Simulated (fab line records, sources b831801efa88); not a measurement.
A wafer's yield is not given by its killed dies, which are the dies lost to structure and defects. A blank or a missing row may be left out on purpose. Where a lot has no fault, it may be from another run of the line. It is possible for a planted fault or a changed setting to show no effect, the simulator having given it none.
fab line records -- flow sky130
record lots=24, wafers=72, last_day=50
route steps=708 shown LDD_HVP@285 SD_P@359 LI_CONTACT@386 CONTACT@409 VIA2@530 METAL4@629
lots untouched by any fault: they come from a run of this same line in which no faults occurred
start_h: the number of hours between the record's first day and the start of the first shown wafer of the lot -- wait_h: hours from the lot's prior step to this one -- " the same as in the row above -- L1.1+2: a single row standing in for several wafers -- - no value present, or no start provided -- * or withheld: withheld -- < > ~ a bound
route shown NAME@n: NAME is a module with steps in the file, n the number in the route of the first one -- usual: mean/standard deviation taken from wafers without a fault -- same: alike in all rows -- chamber/n: place in a boat -- sites: per-site readings -- _std_site: how widely they spread, as a standard deviation -- _edge_site: the outer-site mean with the inner-site mean subtracted -- radius_mm: for every site, how far away it sits from the centre of the wafer -- mask NAME#n: copy n -- behind: the tool/chamber that last shaped the wafer -- hold: the reason the lot was held/the length of the hold in hours/how it ended -- device: which transistor (n, p or np) failed to switch -- end of line: the same wafers' tests at the end of the route -- for a step that has no rows: nothing shown but its recipe -- killed: at the first sort, the dies lost to defects and structure; wafer yield is something else -- map: a wafer's dies, x killed, . not, _ none there
set.NAME: setting as actually run; set.NAME@STEP: the setting as run at that earlier step -- model.NAME: the simulator's own value behind a step, which no gauge read
one table for each step of the route and one row for each wafer, over a sample of lots
services: when a tool's chamber went out of use (start_h, in hours from the record's first day, below 0 if earlier), for how many hours, and the reason
## steps
# step SKY_LDD_HVP_OVL_MEAS_07
# usual LDD_HVP_OVL=0.8/1.4
lot.wafer,tool,chamber,start_h,wait_h,LDD_HVP_OVL[nm]
L074.1,overlay-02,-,508.48,0.1,-0.7
L074.5,overlay-02,-,508.48,0.1,-0.4
L074.6,overlay-02,-,508.48,0.1,2.1
L075.2,overlay-02,-,530.38,0.1,0.6
L075.4,overlay-02,-,530.38,0.1,1.0
L075.5,overlay-02,-,530.38,0.1,-0.2
L077.4,overlay-01,-,532.55,0.1,-1.8
L077.5,overlay-01,-,532.55,0.1,0.5
L077.6,overlay-01,-,532.55,0.1,1.5
L076.1,overlay-02,-,532.63,0.1,1.2
L076.2,overlay-02,-,532.63,0.1,1.3
L076.6,overlay-02,-,532.63,0.1,1.6
L079.1,overlay-02,-,549.88,0.1,-1.6
L079.5,overlay-02,-,549.88,0.1,-0.7
L079.6,overlay-02,-,549.88,0.1,-1.7
L080.1,overlay-01,-,555.13,0.1,3.4
L080.5,overlay-01,-,555.13,0.1,3.5
L080.6,overlay-01,-,555.13,0.1,3.4
L078.2,overlay-02,-,559.48,0.1,-0.2
L078.4,overlay-02,-,559.48,0.1,1.2
L078.5,overlay-02,-,559.48,0.1,-0.5
L081.3,overlay-02,-,565.79,0.1,0.9
L081.4,overlay-02,-,565.79,0.1,-0.2
L081.6,overlay-02,-,565.79,0.1,0.9
L082.1,overlay-02,-,567.08,0.1,3.9
L082.2,overlay-02,-,567.08,0.1,2.1
L082.4,overlay-02,-,567.08,0.1,2.7
L083.2,overlay-01,-,586.43,0.1,2.3
L083.4,overlay-01,-,586.43,0.1,1.9
L083.6,overlay-01,-,586.43,0.1,2.8
L084.1,overlay-02,-,592.28,0.1,1.4
L084.5,overlay-02,-,592.28,0.1,1.5
L084.6,overlay-02,-,592.28,0.1,2.1
L085.2,overlay-01,-,600.49,0.1,1.8
L085.4,overlay-01,-,600.49,0.1,2.4
L085.5,overlay-01,-,600.49,0.1,1.2
L087.2,overlay-01,-,605.94,0.1,1.6
L087.3,overlay-01,-,605.94,0.1,-0.7
L087.6,overlay-01,-,605.94,0.1,0.1
L086.2,overlay-01,-,607.13,0.1,2.8
L086.3,overlay-01,-,607.13,0.1,1.1
L086.6,overlay-01,-,607.13,0.1,1.9
L088.1,overlay-02,-,627.23,0.1,-0.9
L088.2,overlay-02,-,627.23,0.1,-1.1
L088.3,overlay-02,-,627.23,0.1,-1.3
L089.1,overlay-02,-,632.98,0.1,1.4
L089.5,overlay-02,-,632.98,0.1,-0.5
L089.6,overlay-02,-,632.98,0.1,0.1
L090.1,overlay-01,-,642.98,0.1,2.5
L090.3,overlay-01,-,642.98,0.1,1.9
L090.6,overlay-01,-,642.98,0.1,3.9
L091.3,overlay-01,-,645.39,0.1,-1.1
L091.5,overlay-01,-,645.39,0.1,0.2
L091.6,overlay-01,-,645.39,0.1,-0.8
L092.2,overlay-02,-,655.73,0.1,-0.8
L092.5,overlay-02,-,655.73,0.1,-2.1
L092.6,overlay-02,-,655.73,0.1,-0.1
L093.1,overlay-01,-,660.23,0.1,1.4
L093.2,overlay-01,-,660.23,0.1,-0.3
L093.4,overlay-01,-,660.23,0.1,0.3
L094.1,overlay-01,-,669.43,0.1,0.5
L094.4,overlay-01,-,669.43,0.1,-0.6
L094.5,overlay-01,-,669.43,0.1,1.9
L095.1,overlay-01,-,671.93,0.1,-0.1
L095.5,overlay-01,-,671.93,0.1,0.5
L095.6,overlay-01,-,671.93,0.1,1.3
L096.2,overlay-01,-,685.34,0.1,2.4
L096.4,overlay-01,-,685.34,0.1,2.7
L096.5,overlay-01,-,685.34,0.1,2.2
L097.3,overlay-01,-,687.45,0.1,2.0
L097.4,overlay-01,-,687.45,0.1,2.3
L097.5,overlay-01,-,687.45,0.1,1.6
# step SKY_SD_N_RS_MEAS_17
# recipe thk_meas_gauge=four-point-probe
# usual SD_P_RS=146.8/0.37
lot.wafer,tool,chamber,start_h,wait_h,SD_P_RS[ohm/sq]
L074.1,film_metro-02,-,660.00,0.1,147.1
L074.5,film_metro-02,-,660.00,0.1,146.8
L074.6,film_metro-02,-,660.00,0.1,147.3
L075.2,film_metro-04,-,680.91,0.1,146.4
L075.4,film_metro-04,-,680.91,0.1,146.1
L075.5,film_metro-04,-,680.91,0.1,147.0
L077.4,film_metro-04,-,683.18,0.1,146.5
L077.5,film_metro-04,-,683.18,0.1,146.5
L077.6,film_metro-04,-,683.18,0.1,146.6
L076.1,film_metro-04,-,684.69,0.1,146.5
L076.2,film_metro-04,-,684.69,0.1,146.8
L076.6,film_metro-04,-,684.69,0.1,146.6
L079.1,film_metro-04,-,697.79,0.1,146.4
L079.5,film_metro-04,-,697.79,0.1,146.4
L079.6,film_metro-04,-,697.79,0.1,146.4
L080.1,film_metro-02,-,702.02,0.1,147.4
L080.5,film_metro-02,-,702.02,0.1,147.4
L080.6,film_metro-02,-,702.02,0.1,147.5
L078.2,film_metro-04,-,705.76,0.1,146.9
L078.4,film_metro-04,-,705.76,0.1,146.9
L078.5,film_metro-04,-,705.76,0.1,146.5
L081.3,film_metro-02,-,711.97,0.1,147.1
L081.4,film_metro-02,-,711.97,0.1,147.0
L081.6,film_metro-02,-,711.97,0.1,146.7
L082.1,film_metro-03,-,715.25,0.1,147.3
L082.2,film_metro-03,-,715.25,0.1,147.3
L082.4,film_metro-03,-,715.25,0.1,147.5
L083.2,film_metro-04,-,731.43,0.1,146.7
L083.4,film_metro-04,-,731.43,0.1,146.7
L083.6,film_metro-04,-,731.43,0.1,147.2
L084.1,film_metro-04,-,739.67,0.1,146.6
L084.5,film_metro-04,-,739.67,0.1,146.8
L084.6,film_metro-04,-,739.67,0.1,146.6
L085.2,film_metro-03,-,747.74,0.1,147.3
L085.4,film_metro-03,-,747.74,0.1,147.5
L085.5,film_metro-03,-,747.74,0.1,147.3
L087.2,film_metro-03,-,750.23,0.1,146.8
L087.3,film_metro-03,-,750.23,0.1,146.7
L087.6,film_metro-03,-,750.23,0.1,146.7
L086.2,film_metro-03,-,751.81,0.1,146.9
L086.3,film_metro-03,-,751.81,0.1,147.1
L086.6,film_metro-03,-,751.81,0.1,147.0
L088.1,film_metro-03,-,770.83,0.1,146.9
L088.2,film_metro-03,-,770.83,0.1,146.6
L088.3,film_metro-03,-,770.83,0.1,146.5
L089.1,film_metro-04,-,775.84,0.1,146.2
L089.5,film_metro-04,-,775.84,0.1,146.7
L089.6,film_metro-04,-,775.84,0.1,146.6
L090.1,film_metro-03,-,785.84,0.1,146.4
L090.3,film_metro-03,-,785.84,0.1,146.4
L090.6,film_metro-03,-,785.84,0.1,146.2
L091.3,film_metro-04,-,786.48,0.1,147.1
L091.5,film_metro-04,-,786.48,0.1,147.1
L091.6,film_metro-04,-,786.48,0.1,146.7
L092.2,film_metro-02,-,798.40,0.1,147.3
L092.5,film_metro-02,-,798.40,0.1,147.1
L092.6,film_metro-02,-,798.40,0.1,146.9
L093.1,film_metro-04,-,803.01,0.1,146.6
L093.2,film_metro-04,-,803.01,0.1,146.0
L093.4,film_metro-04,-,803.01,0.1,145.9
L094.1,film_metro-02,-,809.78,0.1,146.8
L094.4,film_metro-02,-,809.78,0.1,147.1
L094.5,film_metro-02,-,809.78,0.1,147.2
L095.1,film_metro-03,-,812.59,0.1,146.8
L095.5,film_metro-03,-,812.59,0.1,146.6
L095.6,film_metro-03,-,812.59,0.1,146.3
L096.2,film_metro-02,-,823.91,0.1,146.6
L096.4,film_metro-02,-,823.91,0.1,146.4
L096.5,film_metro-02,-,823.91,0.1,146.6
L097.3,film_metro-03,-,827.68,0.1,146.8
L097.4,film_metro-03,-,827.68,0.1,146.4
L097.5,film_metro-03,-,827.68,0.1,146.6
# step SKY_LI_CONTACT_CMP_24
# recipe stop_on=PSG, t_overpolish_s=20, down_force_psi=3.5, platen_rpm=60, target_thk_nm=0, pad_velocity_m_s=0.94248
# usual motor_current_A=11.3/0.72, overpolish_run_s=20.001/0.0087, time_to_endpoint_s=98/3.1
lot.wafer,tool,chamber,start_h,wait_h,motor_current_A,overpolish_run_s,time_to_endpoint_s
L074.1,cmp-01,1,689.84,0.1,11.2,20.008,103
L074.5,cmp-01,1,689.84,0.1,10.7,20.010,103
L074.6,cmp-01,2,689.84,0.1,11.3,20.005,101
L075.2,cmp-01,3,710.12,0.0,11.2,20.011,95
L075.4,cmp-01,1,710.12,0.0,10.7,20.000,94
L075.5,cmp-01,3,710.12,0.0,11.4,20.009,97
L077.4,cmp-02,3,712.42,0.1,12.5,19.996,97
L077.6,cmp-02,1,712.42,0.1,10.4,20.015,94
L077.5,cmp-02,2,712.42,0.1,12.0,19.994,95
L076.1,cmp-01,0,715.04,0.1,10.9,20.007,97
L076.2,cmp-01,1,715.04,0.1,11.4,20.000,95
L076.6,cmp-01,3,715.04,0.1,11.3,20.020,98
L079.1,cmp-01,2,728.77,0.1,11.3,20.013,98
L079.6,cmp-01,0,728.77,0.1,11.2,20.004,99
L079.5,cmp-01,1,728.77,0.1,11.1,20.014,100
L080.1,cmp-01,0,731.40,0.1,11.5,19.997,96
L080.6,cmp-01,3,731.40,0.1,10.5,19.985,100
L080.5,cmp-01,0,731.40,0.1,11.0,20.005,97
L078.2,cmp-01,1,735.53,0.1,10.7,19.997,93
L078.4,cmp-01,3,735.53,0.1,10.8,20.005,97
L078.5,cmp-01,1,735.53,0.1,10.8,20.011,100
L081.3,cmp-02,1,741.11,0.1,10.5,19.990,98
L081.4,cmp-02,2,741.11,0.1,12.2,20.003,98
L081.6,cmp-02,1,741.11,0.1,10.7,20.000,97
L082.4,cmp-01,3,744.69,0.0,10.9,19.993,100
L082.1,cmp-01,1,744.69,0.0,10.7,19.991,100
L082.2,cmp-01,2,744.69,0.0,11.8,20.016,104
L083.2,cmp-01,1,761.46,0.0,10.9,20.005,96
L083.4,cmp-01,3,761.46,0.0,10.9,19.993,100
L083.6,cmp-01,2,761.46,0.0,11.9,20.006,97
L084.1,cmp-01,1,769.01,0.1,10.8,20.005,92
L084.6,cmp-01,0,769.01,0.1,11.4,20.006,98
L084.5,cmp-01,1,769.01,0.1,10.0,20.002,96
L085.4,cmp-01,0,776.79,0.1,12.0,19.997,96
L085.2,cmp-01,1,776.79,0.1,10.4,19.995,100
L085.5,cmp-01,2,776.79,0.1,10.9,19.986,97
L087.3,cmp-02,1,778.97,0.1,11.0,19.993,96
L087.2,cmp-02,3,778.97,0.1,11.9,20.005,97
L087.6,cmp-02,1,778.97,0.1,10.6,20.005,98
L086.3,cmp-02,3,779.86,0.0,12.2,19.998,99
L086.2,cmp-02,2,779.86,0.0,12.7,20.012,97
L086.6,cmp-02,0,779.86,0.0,11.1,19.994,94
L088.2,cmp-02,2,798.83,0.0,12.9,19.990,101
L088.3,cmp-02,0,798.83,0.0,10.5,19.994,101
L088.1,cmp-02,1,798.83,0.0,10.9,20.012,99
L089.1,cmp-01,1,803.67,0.1,10.6,19.988,96
L089.6,cmp-01,1,803.67,0.1,10.8,20.000,99
L089.5,cmp-01,2,803.67,0.1,11.8,19.991,95
L090.3,cmp-01,0,814.60,0.1,11.3,20.003,95
L090.1,cmp-01,1,814.60,0.1,10.6,20.009,94
L090.6,cmp-01,0,814.60,0.1,11.0,19.997,95
L091.3,cmp-02,0,815.40,0.1,10.9,19.997,97
L091.6,cmp-02,3,815.40,0.1,12.6,20.010,100
L091.5,cmp-02,0,815.40,0.1,11.5,19.998,98
L092.2,cmp-02,1,826.49,0.1,10.3,19.991,100
L092.6,cmp-02,3,826.49,0.1,12.2,20.002,98
L092.5,cmp-02,0,826.49,0.1,10.5,20.001,99
L093.2,cmp-01,2,829.70,0.0,11.3,20.005,93
L093.1,cmp-01,3,829.70,0.0,11.4,20.008,93
L093.4,cmp-01,1,829.70,0.0,10.5,20.008,89
L094.4,cmp-01,0,837.34,0.1,11.5,19.993,92
L094.1,cmp-01,1,837.34,0.1,10.3,20.002,96
L094.5,cmp-01,2,837.34,0.1,10.8,20.003,96
L095.1,cmp-02,3,839.90,0.1,12.8,19.995,104
L095.6,cmp-02,3,839.90,0.1,11.3,19.995,105
L095.5,cmp-02,0,839.90,0.1,10.5,19.995,97
L096.4,cmp-01,1,852.25,0.0,10.8,19.981,95
L096.2,cmp-01,3,852.25,0.0,11.8,20.000,95
L096.5,cmp-01,1,852.25,0.0,10.3,19.997,96
L097.4,cmp-02,3,855.92,0.1,12.1,20.010,100
L097.3,cmp-02,2,855.92,0.1,12.6,19.992,102
L097.5,cmp-02,3,855.92,0.1,13.2,19.996,98
# step SKY_CONTACT_THK_MEAS_03
# recipe reads=SiO2_of_CONTACT_HDPCVD_02
# usual CONTACT_HDPCVD_THK=566/5.4
lot.wafer,tool,chamber,start_h,wait_h,CONTACT_HDPCVD_THK[nm]
L074.1,film_metro-01,-,719.60,0.0,560
L074.5,film_metro-01,-,719.60,0.0,554
L074.6,film_metro-01,-,719.60,0.0,571
L075.2,film_metro-03,-,738.99,0.0,571
L075.4,film_metro-03,-,738.99,0.0,565
L075.5,film_metro-03,-,738.99,0.0,564
L077.4,film_metro-03,-,741.23,0.0,566
L077.5,film_metro-03,-,741.23,0.0,567
L077.6,film_metro-03,-,741.23,0.0,568
L076.1,film_metro-01,-,744.14,0.0,563
L076.2,film_metro-01,-,744.14,0.0,564
L076.6,film_metro-01,-,744.14,0.0,560
L079.1,film_metro-02,-,758.14,0.0,562
L079.5,film_metro-02,-,758.14,0.0,560
L079.6,film_metro-02,-,758.14,0.0,553
L080.1,film_metro-03,-,760.58,0.0,570
L080.5,film_metro-03,-,760.58,0.0,568
L080.6,film_metro-03,-,760.58,0.0,572
L078.2,film_metro-03,-,764.34,0.0,566
L078.4,film_metro-03,-,764.34,0.0,567
L078.5,film_metro-03,-,764.34,0.0,564
L081.3,film_metro-03,-,769.79,0.1,572
L081.4,film_metro-03,-,769.79,0.1,557
L081.6,film_metro-03,-,769.79,0.1,573
L082.1,film_metro-01,-,773.80,0.0,561
L082.2,film_metro-01,-,773.80,0.0,561
L082.4,film_metro-01,-,773.80,0.0,560
L083.2,film_metro-02,-,789.64,0.0,563
L083.4,film_metro-02,-,789.64,0.0,564
L083.6,film_metro-02,-,789.64,0.0,566
L084.1,film_metro-02,-,796.87,0.0,562
L084.5,film_metro-02,-,796.87,0.0,555
L084.6,film_metro-02,-,796.87,0.0,565
L085.2,film_metro-02,-,805.34,0.0,567
L085.4,film_metro-02,-,805.34,0.0,566
L085.5,film_metro-02,-,805.34,0.0,561
L087.2,film_metro-02,-,806.58,0.0,573
L087.3,film_metro-02,-,806.58,0.0,568
L087.6,film_metro-02,-,806.58,0.0,566
L086.2,film_metro-03,-,807.82,0.0,571
L086.3,film_metro-03,-,807.82,0.0,571
L086.6,film_metro-03,-,807.82,0.0,566
L088.1,film_metro-02,-,826.75,0.0,561
L088.2,film_metro-02,-,826.75,0.0,563
L088.3,film_metro-02,-,826.75,0.0,561
L089.1,film_metro-03,-,831.02,0.0,567
L089.5,film_metro-03,-,831.02,0.0,570
L089.6,film_metro-03,-,831.02,0.0,569
L090.1,film_metro-02,-,842.19,0.0,565
L090.3,film_metro-02,-,842.19,0.0,570
L090.6,film_metro-02,-,842.19,0.0,568
L091.3,film_metro-03,-,842.43,0.1,563
L091.5,film_metro-03,-,842.43,0.1,567
L091.6,film_metro-03,-,842.43,0.1,565
L092.2,film_metro-03,-,854.22,0.0,566
L092.5,film_metro-03,-,854.22,0.0,571
L092.6,film_metro-03,-,854.22,0.0,567
L093.1,film_metro-02,-,858.16,0.0,575
L093.2,film_metro-02,-,858.16,0.0,574
L093.4,film_metro-02,-,858.16,0.0,574
L094.1,film_metro-01,-,864.71,0.0,567
L094.4,film_metro-01,-,864.71,0.0,564
L094.5,film_metro-01,-,864.71,0.0,566
L095.1,film_metro-01,-,867.14,0.0,565
L095.5,film_metro-01,-,867.14,0.0,569
L095.6,film_metro-01,-,867.14,0.0,567
L096.2,film_metro-03,-,879.88,0.0,573
L096.4,film_metro-03,-,879.88,0.0,575
L096.5,film_metro-03,-,879.88,0.0,580
L097.3,film_metro-02,-,883.97,0.1,567
L097.4,film_metro-02,-,883.97,0.1,565
L097.5,film_metro-02,-,883.97,0.1,559
# step SKY_VIA2_THK_MEAS_23
# recipe thk_meas_gauge=xrf, reads=W_of_VIA2_CVD_21
# usual VIA2_W_THK=426/11
lot.wafer,tool,chamber,start_h,wait_h,VIA2_W_THK[nm]
L074.1,film_metro-03,-,860.90,0.1,443
L074.5,film_metro-03,-,860.90,0.1,441
L074.6,film_metro-03,-,860.90,0.1,432
L075.2,film_metro-01,-,880.03,0.1,430
L075.4,film_metro-01,-,880.03,0.1,429
L075.5,film_metro-01,-,880.03,0.1,408
L077.4,film_metro-01,-,881.41,0.1,415
L077.5,film_metro-01,-,881.41,0.1,414
L077.6,film_metro-01,-,881.41,0.1,415
L076.1,film_metro-01,-,884.52,0.1,425
L076.2,film_metro-01,-,884.52,0.1,415
L076.6,film_metro-01,-,884.52,0.1,425
L079.1,film_metro-02,-,896.00,0.1,427
L079.5,film_metro-02,-,896.00,0.1,425
L079.6,film_metro-02,-,896.00,0.1,432
L080.1,film_metro-02,-,900.48,0.1,435
L080.5,film_metro-02,-,900.48,0.1,426
L080.6,film_metro-02,-,900.48,0.1,428
L078.2,film_metro-01,-,903.50,0.1,423
L078.4,film_metro-01,-,903.50,0.1,417
L078.5,film_metro-01,-,903.50,0.1,407
L081.3,film_metro-03,-,907.86,0.1,424
L081.4,film_metro-03,-,907.86,0.1,419
L081.6,film_metro-03,-,907.86,0.1,427
L082.1,film_metro-01,-,912.48,0.1,416
L082.2,film_metro-01,-,912.48,0.1,415
L082.4,film_metro-01,-,912.48,0.1,412
L083.2,film_metro-01,-,928.01,0.1,417
L083.4,film_metro-01,-,928.01,0.1,432
L083.6,film_metro-01,-,928.01,0.1,421
L084.1,film_metro-02,-,932.23,0.1,428
L084.5,film_metro-02,-,932.23,0.1,429
L084.6,film_metro-02,-,932.23,0.1,428
L085.2,film_metro-01,-,941.81,0.1,410
L085.4,film_metro-01,-,941.81,0.1,409
L085.5,film_metro-01,-,941.81,0.1,409
L087.2,film_metro-01,-,943.40,0.1,422
L087.3,film_metro-01,-,943.40,0.1,430
L087.6,film_metro-01,-,943.40,0.1,427
L086.2,film_metro-03,-,944.51,0.1,434
L086.3,film_metro-03,-,944.51,0.1,436
L086.6,film_metro-03,-,944.51,0.1,430
L088.1,film_metro-03,-,962.70,0.1,434
L088.2,film_metro-03,-,962.70,0.1,433
L088.3,film_metro-03,-,962.70,0.1,432
L089.1,film_metro-03,-,966.35,0.1,440
L089.5,film_metro-03,-,966.35,0.1,432
L089.6,film_metro-03,-,966.35,0.1,441
L090.1,film_metro-03,-,974.80,0.1,427
L090.3,film_metro-03,-,974.80,0.1,443
L090.6,film_metro-03,-,974.80,0.1,444
L091.3,film_metro-01,-,976.77,0.1,417
L091.5,film_metro-01,-,976.77,0.1,412
L091.6,film_metro-01,-,976.77,0.1,419
L092.2,film_metro-02,-,987.70,0.1,437
L092.5,film_metro-02,-,987.70,0.1,434
L092.6,film_metro-02,-,987.70,0.1,448
L093.1,film_metro-01,-,989.75,0.1,420
L093.2,film_metro-01,-,989.75,0.1,423
L093.4,film_metro-01,-,989.75,0.1,412
L094.1,film_metro-02,-,995.61,0.1,437
L094.4,film_metro-02,-,995.61,0.1,444
L094.5,film_metro-02,-,995.61,0.1,440
L095.1,film_metro-03,-,995.73,0.1,438
L095.5,film_metro-03,-,995.73,0.1,440
L095.6,film_metro-03,-,995.73,0.1,435
L096.2,film_metro-02,-,1008.88,0.1,438
L096.4,film_metro-02,-,1008.88,0.1,443
L096.5,film_metro-02,-,1008.88,0.1,427
L097.3,film_metro-01,-,1013.21,0.1,416
L097.4,film_metro-01,-,1013.21,0.1,406
L097.5,film_metro-01,-,1013.21,0.1,399
# step SKY_METAL4_CD_MEAS_13
# recipe target_cd_nm=300
# usual cd_nm=300.4/1.5
lot.wafer,tool,chamber,start_h,wait_h,cd_nm
L074.1,cd_sem-01,-,989.13,-,298.5
L074.5,cd_sem-01,-,989.13,-,299.2
L074.6,cd_sem-01,-,989.13,-,298.6
L077.4,cd_sem-01,-,1015.59,-,300.2
L077.5,cd_sem-01,-,1015.59,-,299.1
L077.6,cd_sem-01,-,1015.59,-,300.1
L075.2,cd_sem-02,-,1015.65,-,300.1
L075.4,cd_sem-02,-,1015.65,-,300.7
L075.5,cd_sem-02,-,1015.65,-,299.9
L076.1,cd_sem-01,-,1015.72,-,298.0
L076.2,cd_sem-01,-,1015.72,-,299.1
L076.6,cd_sem-01,-,1015.72,-,297.9
L079.1,cd_sem-02,-,1019.68,-,301.1
L079.5,cd_sem-02,-,1019.68,-,301.2
L079.6,cd_sem-02,-,1019.68,-,300.9
L080.1,cd_sem-01,-,1025.43,-,298.4
L080.5,cd_sem-01,-,1025.43,-,296.8
L080.6,cd_sem-01,-,1025.43,-,296.7
L078.2,cd_sem-01,-,1030.05,-,302.6
L078.4,cd_sem-01,-,1030.05,-,302.5
L078.5,cd_sem-01,-,1030.05,-,302.8
L081.3,cd_sem-02,-,1033.01,-,301.6
L081.4,cd_sem-02,-,1033.01,-,302.1
L081.6,cd_sem-02,-,1033.01,-,301.1
L082.1,cd_sem-01,-,1036.83,-,300.2
L082.2,cd_sem-01,-,1036.83,-,301.3
L082.4,cd_sem-01,-,1036.83,-,299.0
L083.2,cd_sem-01,-,1052.39,-,303.5
L083.4,cd_sem-01,-,1052.39,-,301.0
L083.6,cd_sem-01,-,1052.39,-,302.8
L084.1,cd_sem-02,-,1055.33,-,301.2
L084.5,cd_sem-02,-,1055.33,-,300.2
L084.6,cd_sem-02,-,1055.33,-,299.8
L085.2,cd_sem-01,-,1064.19,-,299.9
L085.4,cd_sem-01,-,1064.19,-,299.0
L085.5,cd_sem-01,-,1064.19,-,298.1
L087.2,cd_sem-02,-,1065.25,-,300.0
L087.3,cd_sem-02,-,1065.25,-,297.5
L087.6,cd_sem-02,-,1065.25,-,298.7
L086.2,cd_sem-01,-,1065.60,-,301.5
L086.3,cd_sem-01,-,1065.60,-,303.1
L086.6,cd_sem-01,-,1065.60,-,301.7
L088.1,cd_sem-01,-,1084.78,-,301.1
L088.2,cd_sem-01,-,1084.78,-,301.8
L088.3,cd_sem-01,-,1084.78,-,301.6
L089.1,cd_sem-02,-,1086.47,-,298.7
L089.5,cd_sem-02,-,1086.47,-,299.5
L089.6,cd_sem-02,-,1086.47,-,298.5
L090.1,cd_sem-02,-,1091.38,-,299.2
L090.3,cd_sem-02,-,1091.38,-,300.1
L090.6,cd_sem-02,-,1091.38,-,298.8
L091.3,cd_sem-02,-,1093.37,-,300.0
L091.5,cd_sem-02,-,1093.37,-,300.3
L091.6,cd_sem-02,-,1093.37,-,299.2
L092.2,cd_sem-01,-,1101.95,-,301.4
L092.5,cd_sem-01,-,1101.95,-,300.0
L092.6,cd_sem-01,-,1101.95,-,300.4
L093.1,cd_sem-01,-,1105.42,-,302.6
L093.2,cd_sem-01,-,1105.42,-,303.2
L093.4,cd_sem-01,-,1105.42,-,301.9
L094.1,cd_sem-02,-,1108.82,-,299.8
L094.4,cd_sem-02,-,1108.82,-,300.1
L094.5,cd_sem-02,-,1108.82,-,298.5
L095.1,cd_sem-01,-,1109.52,-,299.6
L095.5,cd_sem-01,-,1109.52,-,299.3
L095.6,cd_sem-01,-,1109.52,-,299.3
L096.2,cd_sem-02,-,1122.70,-,301.1
L096.4,cd_sem-02,-,1122.70,-,300.8
L096.5,cd_sem-02,-,1122.70,-,301.3
L097.3,cd_sem-02,-,1128.37,-,300.9
L097.4,cd_sem-02,-,1128.37,-,302.6
L097.5,cd_sem-02,-,1128.37,-,302.0
## services
tool,chamber,start_h,hours,kind
cmp-01,-,666.82,0.7,repair
cmp-02,-,669.59,0.2,repair
cmp-02,-,707.06,2.0,repair
cmp-02,-,729.94,3.3,repair
cmp-02,-,744.00,4.0,pm
cmp-02,-,748.00,-,consumable_replace:conditioner
cmp-02,-,748.00,-,consumable_replace:pad
cmp-01,-,753.50,1.7,repair
cmp-02,-,782.34,1.4,repair
cmp-01,-,783.59,2.2,repair
cmp-01,-,785.07,1.1,repair
cmp-01,-,853.73,3.5,repair
## key
fault none
